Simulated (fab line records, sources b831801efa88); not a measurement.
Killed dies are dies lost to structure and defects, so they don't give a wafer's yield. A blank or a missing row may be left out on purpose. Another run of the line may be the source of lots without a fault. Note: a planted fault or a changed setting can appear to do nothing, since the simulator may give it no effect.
A lot that was struck, set against a sound lot | flow sky130 | 44 out of 708 route steps
Sound: the wafers L173.1, L173.2, L173.4. Struck: wafer L190.6 (L190.3, L190.5, from the same lot, were not struck and are left out); the cause is given at the end.
At each step with rows: each side's tool, then ch and its chambers, then its first start. Under that, the readings that differ: sound wafers | struck wafers | difference of the means | sigmas: that difference in standard deviations of wafers without a fault.
alike: a reading whose means differ by less than 2 such deviations, as well as words and numbers matching on both sides. not compared: withheld readings; readings where some wafer has no value; bounds like >300 that might hide an equal value; numbers whose values overlap and for which the record gives no deviation.
Wherever a step has rows on one side only, a row that says differs or no value, or a row with sigmas, the two part there. Numbers that have no deviation but don't overlap get no sigmas and don't part them. A reading that every wafer of one side lacks parts them only if that side has two wafers or more.

first, 3 steps without rows for these wafers: SKY_VIA2_CLEAN_18 (cleans in IPA, time 180 s); SKY_VIA2_CLEAN_19 (cleans in O3/DIW); SKY_VIA2_SPUTTER_20 (material TiN, target thk 20 nm, time 80 s).
SKY_VIA2_CVD_21: deposits W, target thk 420 nm, time 126.4 s.
  sound on cvd-w-02 ch 0,1, day 37 01:20; struck on cvd-w-01 ch 0, day 42 01:20
  alike: heater-power-w
SKY_VIA2_RS_MEAS_22: measurement is done with a four-point probe.
  struck on film-metro-03, day 42 01:28; sound on film-metro-04, day 37 01:28
  alike: VIA2_W_RS
SKY_VIA2_THK_MEAS_23: measures by xrf.
  struck on film-metro-03, day 42 01:34; sound on film-metro-04, day 37 01:35
  alike: VIA2_W_THK
SKY_VIA2_CMP_24: polishes, stops on SiO2, t overpolish 20 s, target thk 0 nm.
  sound on cmp-01 ch 0,2,3, day 37 01:38; struck on cmp-02 ch 0, day 42 01:42
  reading                | sound                | struck | difference | sigmas
  overpolish-run-s (s)   | 19.986 19.998 20.008 | 20.022 | +0.025     | +3
  time-to-endpoint-s (s) | 92 97 99             | 107    | +11        | +2
  alike: motor-current-A
then, 1 step without rows for these wafers: SKY_METAL3_SPUTTER_00 (material Ti, target thk 15 nm, time 10 s).
SKY_METAL3_SPUTTER_01: material TiN, target thk 20 nm, time 16.7 s.
  struck on pvd-sputter-04, day 42 01:56; sound on pvd-sputter-04, day 37 01:58
  alike: chamber-pressure-pa, throttle-valve-pct
then, 3 steps without rows for these wafers: SKY_METAL3_SPUTTER_02 (material AlCu, target thk 735 nm, time 39.1 s); SKY_METAL3_SPUTTER_03 (material Ti, target thk 5 nm, time 3.3 s); SKY_METAL3_SPUTTER_04 (material TiN, target thk 70 nm, time 58.3 s).
SKY_CAPM_CVD_00: deposits SiO2, target thk 15.5 nm.
  sound on pecvd-01 ch 0,1,2, day 37 02:05; struck on pecvd-01 ch 0, day 42 02:04
  reading                               | sound             | struck | difference | sigmas
  model.SiO2_of_CAPM_CVD_00.thk-nm (nm) | 15.41 15.53 16.12 | 5.837  | -9.850     |
  alike: heater-power-w
SKY_CAPM_THK_MEAS_01:
  struck on film-metro-02, day 42 02:06; sound on film-metro-03, day 37 02:07
  reading              | sound             | struck | difference | sigmas
  CAPM_CVD_00_THK (nm) | 15.37 15.47 16.14 | 5.81   | -9.85      | -45
then, 1 step without rows for these wafers: SKY_CAPM_SPUTTER_02 (material TiN, target thk 200 nm, time 166.7 s).
SKY_CAPM_RS_MEAS_03: measurement is done with a four-point probe.
  struck on film-metro-01, day 42 02:17; sound on film-metro-02, day 37 02:17
  alike: CAPM_TIN_RS
SKY_CAPM_THK_MEAS_04: measures by xrf.
  struck on film-metro-01, day 42 02:23; sound on film-metro-02, day 37 02:24
  alike: CAPM_TIN_THK
then, 7 steps without rows for these wafers: SKY_CAPM_DEHYDRATE_05 (time 60 s); SKY_CAPM_HMDS_06 (prime time 60 s); SKY_CAPM_COAT_07 (resist thk 1140 nm); SKY_CAPM_SOFTBAKE_08 (time 60 s); SKY_CAPM_EXPOSE_09 (exposes mask CAPM, target cd 1000 nm); SKY_CAPM_PEB_10; SKY_CAPM_DEVELOP_11 (develop time 60 s).
SKY_CAPM_OVL_MEAS_12:
  struck on overlay-02, day 43 02:14; sound on overlay-02, day 38 03:53
  alike: CAPM_OVL
SKY_CAPM_METAL_ETCH_13: etches TiN in Cl2/BCl3, stops on SiO2, target depth 220 nm, time 62.9 s.
  sound on rie-metal-03 ch 0,1, day 38 03:56; struck on rie-metal-04 ch 1, day 43 02:17
  alike: drypump-motor-current-A, oes-product-au, throttle-valve-pct
  not compared: rf-hours-counter-h
then, 12 steps without rows for these wafers: SKY_CAPM_STRIP_14 (strips in O2/N2); SKY_CAPM_STRIP_15 (strips in post etch residue remover, time 1200 s); SKY_CAPM_CLEAN_16 (cleans in IPA, time 180 s); SKY_CAPM_CLEAN_17 (cleans in O3/DIW); SKY_METAL3_DEHYDRATE_05 (time 60 s); SKY_METAL3_HMDS_06 (prime time 60 s); SKY_METAL3_COAT_07 (resist thk 60 nm); SKY_METAL3_COAT_08 (resist thk 1140 nm); SKY_METAL3_SOFTBAKE_09 (time 90 s); SKY_METAL3_EXPOSE_10 (exposes mask MM3, target cd 300 nm); SKY_METAL3_PEB_11; SKY_METAL3_DEVELOP_12 (develop time 60 s).
SKY_METAL3_CD_MEAS_13: target cd 300 nm.
  struck on cd-sem-01, day 44 01:40; sound on cd-sem-02, day 39 05:34
  alike: cd-nm
SKY_METAL3_OVL_MEAS_14:
  struck on overlay-02, day 44 01:45; sound on overlay-02, day 39 05:41
  alike: METAL3_OVL
then, 1 step without rows for these wafers: SKY_METAL3_DESCUM_15 (chemistry O2, time 8 s).
SKY_METAL3_ETCH_16: etches BARC in N2/H2, stops on SiO2, time 88.2 s, target depth 60 nm.
  sound on rie-metal-01 ch 0,1, day 39 05:46; struck on rie-metal-01 ch 1, day 44 01:50
  alike: drypump-motor-current-A, oes-product-au, throttle-valve-pct
  not compared: rf-hours-counter-h
SKY_METAL3_ETCH_17: etches SiO2 in C4F8/O2/Ar, stops on TiN, time 3.9 s, target depth 15 nm.
  sound on rie-diel-01 ch 0,1,2, day 39 05:52; struck on rie-diel-04 ch 2, day 44 01:54
  reading                  | sound             | struck | difference | sigmas
  oes-product-au (a.u.)    | 0.750 0.763 0.769 | 0.524  | -0.237     | -32
  model.etch.depth-nm (nm) | 15.41 15.53 16.12 | 5.837  | -9.850     |
  not compared: rf-hours-counter-h
-- the record jumps here: 6 days lie between the struck wafers' starts before and after (it left off in module METAL3 and takes up again in module PAD_OPEN, whose first step shown is number 708 of the route) --
SKY_PAD_OPEN_PROBE_99:
  struck on prober-02, day 50 05:44; sound on prober-01, day 46 10:43
  reading                               | sound                | struck     | difference  | sigmas
  killed-open                           | 55 45 50             | 68         | +18         | +2
  model.etest.tester.sort-n-pass        | 397 408 398          | 0          | -401        |
  model.etest.tester.sort-yield-pct (%) | 80.69 82.93 80.89    | 0          | -82         |
  model.etest.tester.sort_bin_4_pct (%) | 0 0 0                | 77.35      | +77.35      |
  model.etest.cap-mim.bv-v (V)          | 13.89 13.92 14.46    | 5.273      | -8.817      |
  model.etest.cap-mim.leak-log10-a-cm2  | -8.977 -9.063 -9.039 | -2.254     | +6.772      |
  model.etest.cap-mim.c-ff-um2          | 2.329 2.345 2.247    | 6.239      | +3.932      |
  model.etest.tester.sort_bin_8_pct (%) | 0 0 0                | 4.278e-129 | +4.278e-129 |
  alike: defect-limited-yield, killed_at_M0_to_M3, killed_at_M4_up, killed-at-contacts, killed-at-front-end, killed-at-other, killed-dies, killed-short

== WHERE THEY PART ==
Last at SKY_PAD_OPEN_PROBE_99 as far as this record goes, first at SKY_VIA2_CMP_24.

WHY: the cause the simulator had injected
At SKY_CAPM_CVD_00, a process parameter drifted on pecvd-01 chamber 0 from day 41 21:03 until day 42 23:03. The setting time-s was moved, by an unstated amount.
